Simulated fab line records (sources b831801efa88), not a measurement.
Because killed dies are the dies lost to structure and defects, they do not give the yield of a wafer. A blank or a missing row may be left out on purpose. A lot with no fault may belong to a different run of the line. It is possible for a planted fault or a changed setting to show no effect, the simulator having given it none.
Commonality check across tools || flow sky130 || Lots sampled 14, wafers sampled 48

REASON FOR OPENING
SKY_POLY_GATE_THK_MEAS_01, reading POLY_GATE_CVD_00_THK: flagged on 2 of 14 lots. No-fault wafers: 180.9 nm, standard deviation 1.7.
Rule: a lot gets a flag if all its wafers with a number sit over 4 standard deviations from that mean, or if no wafer of it has a number. The other lots count as sound.

{"lot": "L505", "measured": "day 14 01:10", "on": "filmMetro-04", "POLY_GATE_CVD_00_THK (nm), wafer by wafer": "179.4 180.4 180.2", "flag": ""}
{"lot": "L506", "measured": "day 14 05:17", "on": "filmMetro-01", "POLY_GATE_CVD_00_THK (nm), wafer by wafer": "182.2 182.9 183.7", "flag": ""}
{"lot": "L509", "measured": "day 15 00:45", "on": "filmMetro-02", "POLY_GATE_CVD_00_THK (nm), wafer by wafer": "181.1 182.7 180.9", "flag": ""}
{"lot": "L510", "measured": "day 15 19:53", "on": "filmMetro-04", "POLY_GATE_CVD_00_THK (nm), wafer by wafer": "178.8 178.9 180.1", "flag": ""}
{"lot": "L511", "measured": "day 16 05:36", "on": "filmMetro-04", "POLY_GATE_CVD_00_THK (nm), wafer by wafer": "180.1 177.9 179.9", "flag": ""}
{"lot": "L512", "measured": "day 16 17:47", "on": "filmMetro-01", "POLY_GATE_CVD_00_THK (nm), wafer by wafer": "178.7 179.4 177.7", "flag": ""}
{"lot": "L513", "measured": "day 16 22:13", "on": "filmMetro-04", "POLY_GATE_CVD_00_THK (nm), wafer by wafer": "183.2 183.0 182.2", "flag": ""}
{"lot": "L514", "measured": "day 17 07:04", "on": "filmMetro-02", "POLY_GATE_CVD_00_THK (nm), wafer by wafer": "180.0 180.3 179.7", "flag": ""}
{"lot": "L515", "measured": "day 17 12:42", "on": "filmMetro-04", "POLY_GATE_CVD_00_THK (nm), wafer by wafer": "179.6 179.8 178.9", "flag": ""}
{"lot": "L516", "measured": "day 17 20:26", "on": "filmMetro-01", "POLY_GATE_CVD_00_THK (nm), wafer by wafer": "179.8 179.1 179.2", "flag": ""}
{"lot": "L517", "measured": "day 18 06:27", "on": "filmMetro-04", "POLY_GATE_CVD_00_THK (nm), wafer by wafer": "182.6 181.2 181.0", "flag": ""}
{"lot": "L518", "measured": "day 18 17:49", "on": "filmMetro-01", "POLY_GATE_CVD_00_THK (nm), wafer by wafer": "179.5 178.9 178.9", "flag": ""}
{"lot": "L519", "measured": "day 18 20:45", "on": "filmMetro-02", "POLY_GATE_CVD_00_THK (nm), wafer by wafer": "234.5 235.7 235.6 234.5 235.6 235.5", "flag": "FLAGGED"}
{"lot": "L520", "measured": "day 19 21:53", "on": "filmMetro-04", "POLY_GATE_CVD_00_THK (nm), wafer by wafer": "233.9 234.5 234.9 233.9 234.6 235.0", "flag": "FLAGGED"}
On average the flagged lots' numbers are 234.8 nm, which is +53.9 nm against the usual, or +32 standard deviations.

EACH LOT AND THE TOOL IT RAN ON
Before the reading, the record contains 3 process steps out of a 708-step route. Every cell lists first the tool, next ch and the chambers used by the sampled wafers, and last the start.
{"lot": "L505", "flag": "", "SKY_FIELD_ISO_STRIP_16": "plasmaAsher-01 ch 0,1, day 2 10:43", "SKY_VT_ADJUST_LVTN_STRIP_09": "plasmaAsher-02 ch 0,1, day 7 00:56", "SKY_POLY_GATE_CVD_00": "lpcvd-01 ch 1, day 13 23:58"}
{"lot": "L506", "flag": "", "SKY_FIELD_ISO_STRIP_16": "plasmaAsher-02 ch 0,1, day 2 10:35", "SKY_VT_ADJUST_LVTN_STRIP_09": "plasmaAsher-04 ch 0, day 7 00:47", "SKY_POLY_GATE_CVD_00": "lpcvd-01 ch 1, day 14 04:05"}
{"lot": "L509", "flag": "", "SKY_FIELD_ISO_STRIP_16": "plasmaAsher-01 ch 0,1, day 3 00:20", "SKY_VT_ADJUST_LVTN_STRIP_09": "plasmaAsher-04 ch 0,1, day 7 18:11", "SKY_POLY_GATE_CVD_00": "lpcvd-01 ch 0, day 14 23:32"}
{"lot": "L510", "flag": "", "SKY_FIELD_ISO_STRIP_16": "plasmaAsher-03 ch 0,1, day 3 05:13", "SKY_VT_ADJUST_LVTN_STRIP_09": "plasmaAsher-04 ch 0,1, day 8 00:32", "SKY_POLY_GATE_CVD_00": "lpcvd-01 ch 1, day 15 18:40"}
{"lot": "L511", "flag": "", "SKY_FIELD_ISO_STRIP_16": "plasmaAsher-02 ch 0,1, day 3 13:17", "SKY_VT_ADJUST_LVTN_STRIP_09": "plasmaAsher-04 ch 0,1, day 8 16:47", "SKY_POLY_GATE_CVD_00": "lpcvd-01 ch 1, day 16 04:23"}
{"lot": "L512", "flag": "", "SKY_FIELD_ISO_STRIP_16": "plasmaAsher-02 ch 0,1, day 3 20:01", "SKY_VT_ADJUST_LVTN_STRIP_09": "plasmaAsher-02 ch 0,1, day 8 20:44", "SKY_POLY_GATE_CVD_00": "lpcvd-01 ch 0, day 16 16:35"}
{"lot": "L513", "flag": "", "SKY_FIELD_ISO_STRIP_16": "plasmaAsher-03 ch 0,1, day 4 02:22", "SKY_VT_ADJUST_LVTN_STRIP_09": "plasmaAsher-02 ch 0, day 9 03:41", "SKY_POLY_GATE_CVD_00": "lpcvd-01 ch 0, day 16 21:01"}
{"lot": "L514", "flag": "", "SKY_FIELD_ISO_STRIP_16": "plasmaAsher-03 ch 0,1, day 4 06:55", "SKY_VT_ADJUST_LVTN_STRIP_09": "plasmaAsher-04 ch 0,1, day 9 09:46", "SKY_POLY_GATE_CVD_00": "lpcvd-01 ch 0, day 17 05:50"}
{"lot": "L515", "flag": "", "SKY_FIELD_ISO_STRIP_16": "plasmaAsher-02 ch 0, day 4 09:13", "SKY_VT_ADJUST_LVTN_STRIP_09": "plasmaAsher-02 ch 0,1, day 9 12:44", "SKY_POLY_GATE_CVD_00": "lpcvd-01 ch 0, day 17 11:30"}
{"lot": "L516", "flag": "", "SKY_FIELD_ISO_STRIP_16": "plasmaAsher-01 ch 1, day 4 15:52", "SKY_VT_ADJUST_LVTN_STRIP_09": "plasmaAsher-01 ch 0,1, day 9 22:14", "SKY_POLY_GATE_CVD_00": "lpcvd-01 ch 1, day 17 19:14"}
{"lot": "L517", "flag": "", "SKY_FIELD_ISO_STRIP_16": "plasmaAsher-03 ch 0, day 4 21:07", "SKY_VT_ADJUST_LVTN_STRIP_09": "plasmaAsher-02 ch 0,1, day 10 05:02", "SKY_POLY_GATE_CVD_00": "lpcvd-01 ch 1, day 18 05:15"}
{"lot": "L518", "flag": "", "SKY_FIELD_ISO_STRIP_16": "plasmaAsher-02 ch 0, day 5 03:52", "SKY_VT_ADJUST_LVTN_STRIP_09": "plasmaAsher-01 ch 0,1, day 10 15:26", "SKY_POLY_GATE_CVD_00": "lpcvd-01 ch 0, day 18 16:36"}
{"lot": "L519", "flag": "FLAGGED", "SKY_FIELD_ISO_STRIP_16": "plasmaAsher-02 ch 0,1, day 5 06:16", "SKY_VT_ADJUST_LVTN_STRIP_09": "plasmaAsher-02 ch 0,1, day 10 15:49", "SKY_POLY_GATE_CVD_00": "lpcvd-01 ch 1, day 18 19:32"}
{"lot": "L520", "flag": "FLAGGED", "SKY_FIELD_ISO_STRIP_16": "plasmaAsher-02 ch 0,1, day 5 14:52", "SKY_VT_ADJUST_LVTN_STRIP_09": "plasmaAsher-04 ch 0,1, day 11 05:02", "SKY_POLY_GATE_CVD_00": "lpcvd-01 ch 1, day 19 20:41"}
These steps, and what they do:
- SKY_FIELD_ISO_STRIP_16: strips in O2/N2.
- SKY_VT_ADJUST_LVTN_STRIP_09: strips in O2/N2.
- SKY_POLY_GATE_CVD_00: deposits poly-Si, target thk 180 nm, time 720 s.
- SKY_POLY_GATE_THK_MEAS_01

FLAGGED AGAINST TOTAL, ONE TOOL AT A TIME (gauges that did the reading follow at the end)
{"step": "SKY_FIELD_ISO_STRIP_16", "tool": "plasmaAsher-01", "lots run": 3, "flagged": 0, "share of the flagged lots": "none", "sound lots run after its first flagged lot": "-"}
{"step": "SKY_FIELD_ISO_STRIP_16", "tool": "plasmaAsher-02", "lots run": 7, "flagged": 2, "share of the flagged lots": "all", "sound lots run after its first flagged lot": 0}
{"step": "SKY_FIELD_ISO_STRIP_16", "tool": "plasmaAsher-03", "lots run": 4, "flagged": 0, "share of the flagged lots": "none", "sound lots run after its first flagged lot": "-"}
{"step": "SKY_VT_ADJUST_LVTN_STRIP_09", "tool": "plasmaAsher-01", "lots run": 2, "flagged": 0, "share of the flagged lots": "none", "sound lots run after its first flagged lot": "-"}
{"step": "SKY_VT_ADJUST_LVTN_STRIP_09", "tool": "plasmaAsher-02", "lots run": 6, "flagged": 1, "share of the flagged lots": "some", "sound lots run after its first flagged lot": 0}
{"step": "SKY_VT_ADJUST_LVTN_STRIP_09", "tool": "plasmaAsher-04", "lots run": 6, "flagged": 1, "share of the flagged lots": "some", "sound lots run after its first flagged lot": 0}
{"step": "SKY_POLY_GATE_CVD_00", "tool": "lpcvd-01", "lots run": 14, "flagged": 2, "share of the flagged lots": "all", "sound lots run after its first flagged lot": 0}
{"step": "SKY_POLY_GATE_THK_MEAS_01", "tool": "filmMetro-01", "lots run": 4, "flagged": 0, "share of the flagged lots": "none", "sound lots run after its first flagged lot": "-"}
{"step": "SKY_POLY_GATE_THK_MEAS_01", "tool": "filmMetro-02", "lots run": 3, "flagged": 1, "share of the flagged lots": "some", "sound lots run after its first flagged lot": 0}
{"step": "SKY_POLY_GATE_THK_MEAS_01", "tool": "filmMetro-04", "lots run": 7, "flagged": 1, "share of the flagged lots": "some", "sound lots run after its first flagged lot": 0}

WHAT IS ALLOWED BY THE TABLE
Every flagged lot went through 2 rows of the table: plasmaAsher-02 at SKY_FIELD_ISO_STRIP_16 and lpcvd-01 at SKY_POLY_GATE_CVD_00.
- plasmaAsher-02 at SKY_FIELD_ISO_STRIP_16 ran 7 lots, 2 of them flagged. Last sound lot L518 at day 5 03:52, first flagged lot L519 at day 5 06:16; a fault beginning in between fits.
- lpcvd-01 at SKY_POLY_GATE_CVD_00 ran 14 lots, 2 of them flagged. Last sound lot L518 at day 18 16:36, first flagged lot L519 at day 18 19:32; a fault beginning in between fits.
A lot count leaves these 2 tools indistinguishable: every one of them fits a fault beginning at some hour. More lots, or a look at what each step does to the wafer, might.

WHAT HAD BEEN PUT IN BY THE SIMULATOR
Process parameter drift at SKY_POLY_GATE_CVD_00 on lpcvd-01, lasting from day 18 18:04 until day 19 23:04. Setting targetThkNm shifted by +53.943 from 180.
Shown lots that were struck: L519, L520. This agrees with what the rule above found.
